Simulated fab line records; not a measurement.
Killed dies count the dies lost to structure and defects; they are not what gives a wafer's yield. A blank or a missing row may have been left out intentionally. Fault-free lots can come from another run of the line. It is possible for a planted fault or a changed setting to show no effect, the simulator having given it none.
A lot that was struck, set against a sound lot / flow sky130 / 16 out of 708 route steps
Sound: these wafers, L290.1, L290.2, L290.4. Wafers L300.1, L300.5, L300.6 were the ones struck. The cause comes at the end.
Order at every step that has rows: each side's tool, ch and its chambers, its first start. Under that, the readings that differ: sound wafers / struck wafers / difference of the means / sigmas: that difference in standard deviations of wafers without a fault.
alike: readings whose means differ by less than 2 such deviations, and words and numbers that are the same on both sides. not compared: withheld readings, readings that some wafer has no value for, bounds like >300 that may hide the same value, and numbers for which the record gives no deviation and whose values overlap.
The two part at a step that has a row with sigmas, a row that says differs or no value, or rows on one side only. When numbers do not overlap yet have no deviation, they are printed without sigmas and do not part them. Lack of a reading on every wafer of one side parts them only where that side has two or more wafers.

first, 8 steps without rows for these wafers: SKY_CONTACT_DEHYDRATE_06 (time 60 s); SKY_CONTACT_HMDS_07 (prime time 60 s); SKY_CONTACT_COAT_08 (resist thk 60 nm); SKY_CONTACT_COAT_09 (resist thk 450 nm); SKY_CONTACT_SOFTBAKE_10 (time 90 s); SKY_CONTACT_EXPOSE_11 (exposes mask CTM1, target cd 170 nm); SKY_CONTACT_PEB_12; SKY_CONTACT_DEVELOP_13 (develop time 60 s).
SKY_CONTACT_CD_MEAS_14 targets a cd of 170 nm.
  sound on cd_sem-02, day 31 22:34; struck on cd_sem-01, day 35 05:28
reading=cd_nm (nm); sound=166.4 165.0 165.7; struck=169.5 170.8 168.9; difference=+4.0; sigmas=+2
SKY_CONTACT_OVL_MEAS_15:
  sound on overlay-02, day 31 22:41; struck on overlay-01, day 35 05:35
  alike: CONTACT_OVL
SKY_CONTACT_ETCH_16: etches BARC in N2/H2, stops on SiO2, time 45.9 s, target depth 60 nm.
  sound on rie_diel-04 ch 0,1,3, day 31 22:43; struck on rie_diel-03 ch 0,1,2, day 35 05:37
  alike: bias_w, chamber_pressure_mTorr, drypump_motor_current_A, oes_product_au, rf_fwd_power_W, throttle_valve_pct
  not compared: rf_hours_counter_h
SKY_CONTACT_ETCH_17: etches SiO2 in C4F8/O2/Ar, stops on Si3N4, target depth 340 nm.
  sound on rie_diel-04 ch 0,1,3, day 31 22:46; struck on rie_diel-03 ch 0,1,2, day 35 05:40
  alike: bias_w, chamber_pressure_mTorr, oes_product_au, rf_fwd_power_W
SKY_CONTACT_ETCH_18: etches Si3N4 in CHF3/O2, stops on TiN, time 39 s, target depth 75 nm.
  sound on rie_diel-04 ch 0,1,3, day 31 22:00; struck on rie_diel-03 ch 0,1,2, day 35 05:00
  no value came back on the struck wafers for any of 7 readings (O2_flow_sccm (sccm), bias_w (W) and others); on the sound wafers O2_flow_sccm (sccm) reads 5.005 4.995 5.010
reading=model.KrF-thick_of_CONTACT_COAT_09.thk_nm (nm); sound=235.7 246.2 244.6; struck=325 328.4 326.9; difference=+85; sigmas=
SKY_CONTACT_STRIP_19: strips in O2/N2.
  sound on plasma_asher-03 ch 0,1, day 31 22:51; struck on plasma_asher-01 ch 0,1, day 35 05:45
reading=oes_product_au (a.u.); sound=0.377 0.390 0.379; struck=0.418 0.416 0.415; difference=+0.034; sigmas=+8
reading=strip_time_to_endpoint_s (s); sound=3.53 3.65 3.65; struck=4.49 4.52 4.50; difference=+0.89; sigmas=+22
  alike: drypump_motor_current_A
  not compared: rf_hours_counter_h
then, 1 step without rows for these wafers: SKY_CONTACT_STRIP_20 (strips in post etch residue remover, time 1200 s).
-- the record jumps here: 13 days lie between the struck wafers' starts before and after (it left off in module CONTACT and takes up again in module PAD_OPEN, whose first step shown is number 708 of the route) --
SKY_PAD_OPEN_PROBE_99:
  sound on prober-02, day 46 01:59; struck on prober-02, day 48 14:51
reading=killed_at_contacts; sound=21 22 15; struck=441 425 423; difference=+410; sigmas=+70
reading=killed_dies; sound=76 94 91; struck=492 492 492; difference=+405; sigmas=+40
reading=killed_on_rim; sound=18 19 19; struck=96 96 96; difference=+77; sigmas=+18
  alike: killed_at_M0_to_M3, killed_at_M4_up, killed_at_front_end, killed_at_other, killed_open, killed_short

WHERE THEY PART
First at SKY_CONTACT_CD_MEAS_14; last, within this record, at SKY_PAD_OPEN_PROBE_99.

WHY: the cause the simulator had injected
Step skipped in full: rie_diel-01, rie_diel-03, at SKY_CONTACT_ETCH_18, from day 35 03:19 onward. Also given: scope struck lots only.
